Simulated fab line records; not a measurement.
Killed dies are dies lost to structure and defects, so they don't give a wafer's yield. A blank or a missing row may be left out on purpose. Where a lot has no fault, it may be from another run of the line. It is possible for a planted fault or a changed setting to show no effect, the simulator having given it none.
Matching of chambers ; flow sky130 ; cmp-01 running SKY_FIELD_ISO_CMP_27: 4 sister chambers
The step polishes, stops on Si3N4, t overpolish 16 s, target thk 457.8 nm. 4 wafers are shown with their chamber, then 7 later ones without.

== WAFERS WITH THEIR CHAMBER ==
wafer;chamber;motorCurrentA (A)
L084.1;3;11.2
L084.3;0;11.3
L087.2;2;10.7
L087.5;1;11.7

== WAFERS WITHOUT THEIR CHAMBER ==
wafer;motorCurrentA (A)
L087.6;11.4
L088.4;11.9
L088.5;12.1
L088.6;11.8
L094.2;11.7
L094.4;10.6
L094.5;10.7

== EACH ONE'S CHAMBER ==
wafer;from the rows above;in truth
L087.6;can't be placed: 0 or 3 or 1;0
L088.4;1;1
L088.5;1;1
L088.6;1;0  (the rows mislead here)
L094.2;1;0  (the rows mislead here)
L094.4;2;2
L094.5;2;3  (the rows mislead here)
3 of 7 placed correctly. From these rows, 1 cannot be placed; in 1 the true chamber is one of the candidates. 3 placed wrongly.
How it was worked out, from the rows above alone: a wafer's distance from a chamber is the root of the sum, over the readings, of the square of ((its reading less the chamber's mean) divided by the reading's scatter). The wafer belongs to the nearest chamber; if the next one is less than 2 further off, it can't be placed. Each chamber's mean is taken over the wafers shown for it. The scatter: root of mean squared gap, hidden wafer to nearest shown wafer, with one shown wafer a chamber.
